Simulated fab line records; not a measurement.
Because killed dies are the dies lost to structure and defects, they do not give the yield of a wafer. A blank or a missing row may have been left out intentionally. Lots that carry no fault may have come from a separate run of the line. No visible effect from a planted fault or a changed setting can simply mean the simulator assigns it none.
Which tool did it? -- flow sky130 -- 14 lots with 42 wafers sampled at 3 steps, on a route of 708 steps

== WHAT THE GAUGES READ, wafer by wafer ==
SKY_CAPM_THK_MEAS_04: measures by xrf. Usual: CAPM_TIN_THK gives 203.3 nm (standard deviation 2.9).
lot,measured,on,CAPM_TIN_THK (nm),flag
L996,day 36 17:43,filmMetro-02,211.8 208.0 209.1,
L998,day 37 12:05,filmMetro-02,203.6 207.9 205.9,
L999,day 37 14:58,filmMetro-02,205.2 203.6 203.6,
L101,day 38 15:30,filmMetro-01,205.8 206.4 204.3,
L102,day 38 19:59,filmMetro-01,203.3 200.4 203.2,
L108,day 40 11:21,filmMetro-01,202.6 202.4 202.6,
L109,day 41 06:08,filmMetro-02,198.0 199.8 199.6,
L110,day 41 09:25,filmMetro-03,199.6 197.9 198.8,
L112,day 41 20:09,filmMetro-02,201.3 201.4 200.9,
L113,day 42 04:58,filmMetro-03,206.9 204.5 209.9,
L114,day 42 06:14,filmMetro-03,201.8 206.3 202.4,
L115,day 42 13:38,filmMetro-02,199.9 203.0 201.3,
L116,day 42 17:55,filmMetro-01,202.7 204.4 204.4,
L117,day 43 04:43,filmMetro-03,202.6 202.6 203.0,

SKY_VIA3_OVL_MEAS_13. Usual: VIA3_OVL gives -4 nm (standard deviation 3.9).
lot,measured,on,VIA3_OVL (nm),flag
L996,day 39 22:31,overlay-02,-1 0 -11,
L998,day 40 16:14,overlay-02,-2 3 1,
L999,day 41 01:01,overlay-02,-5 -7 0,
L101,day 41 18:48,overlay-01,-2 1 -5,
L102,day 41 21:35,overlay-02,-4 -7 -4,
L108,day 43 13:11,overlay-01,-7 0 0,
L109,day 44 05:23,overlay-02,-3 -9 1,
L110,day 44 10:14,overlay-01,-3 -7 -2,
L112,day 44 18:49,overlay-02,-5 -3 -2,
L113,day 45 03:12,overlay-01,-2 -6 -5,
L114,day 45 03:22,overlay-02,-4 -4 -3,
L115,day 45 10:22,overlay-01,-5 -4 1,
L116,day 45 13:40,overlay-01,-7 -9 -6,
L117,day 46 00:04,overlay-02,-6 -10 -15,

== TOOL THAT RAN EACH LOT (tool first, then ch and the chambers of the sampled wafers, then the start) ==
lot,SKY_METAL3_DESCUM_15
L996,"rieMetal-03 ch 0,1, day 38 20:42"
L998,"rieMetal-02 ch 0, day 39 14:39"
L999,"rieMetal-02 ch 0, day 39 18:31"
L101,"rieMetal-02 ch 0,1, day 40 16:42"
L102,"rieMetal-03 ch 0,1, day 40 20:28"
L108,"rieMetal-02 ch 0,1, day 42 11:48"
L109,"rieMetal-02 ch 0,1, day 43 04:33"
L110,"rieMetal-02 ch 0,1, day 43 09:12"
L112,"rieMetal-04 ch 0,1, day 43 18:47"
L113,"rieMetal-02 ch 0,1, day 44 03:29"
L114,"rieMetal-03 ch 0,1, day 44 03:50"
L115,"rieMetal-02 ch 0,1, day 44 11:15"
L116,"rieMetal-04 ch 0,1, day 44 14:51"
L117,"rieMetal-03 ch 0,1, day 45 01:47"
- SKY_METAL3_DESCUM_15: chemistry O2, time 8 s.

== WHAT THE TOOLS THEMSELVES READ (means of the sampled wafers that have a number; where no wafer has one, the mark that the record gives instead) ==
SKY_METAL3_DESCUM_15. Usual: drypumpMotorCurrentA 5.8 A, standard deviation 0.44; oesProductAu 1.009 a.u., standard deviation 0.012.
lot,tool,drypumpMotorCurrentA (A),oesProductAu (a.u.),flag
L996,rieMetal-03,5.9,1.010,
L998,rieMetal-02,6.2,1.016,
L999,rieMetal-02,6.2,1.016,
L101,rieMetal-02,5.5,1.006,
L102,rieMetal-03,6.0,1.008,
L108,rieMetal-02,5.5,1.013,
L109,rieMetal-02,5.8,1.020,
L110,rieMetal-02,5.5,1.013,
L112,rieMetal-04,5.5,1.005,
L113,rieMetal-02,5.5,1.004,
L114,rieMetal-03,5.9,0.999,
L115,rieMetal-02,5.5,1.005,
L116,rieMetal-04,5.6,0.999,
L117,rieMetal-03,5.9,1.009,

== THE ANSWER, worked out from the rows above alone ==
Rule: take the mean of a lot's wafers that have a number; if it is more than 3 standard deviations from the usual mean, the lot is off. A lot without any number at a reading at which 4 lots or more have one is off too. Any other lot the step has rows for is counted as sound. First the gauges in route order, then the tools' own readings, where a lot's mean is used as printed above. The first step at which some lot is off is used, and at that step the reading that is off furthest; a lot without a number counts as furthest.
No lot is off at any reading shown: from this, nothing can be told.

== WHAT HAD BEEN PUT IN BY THE SIMULATOR ==
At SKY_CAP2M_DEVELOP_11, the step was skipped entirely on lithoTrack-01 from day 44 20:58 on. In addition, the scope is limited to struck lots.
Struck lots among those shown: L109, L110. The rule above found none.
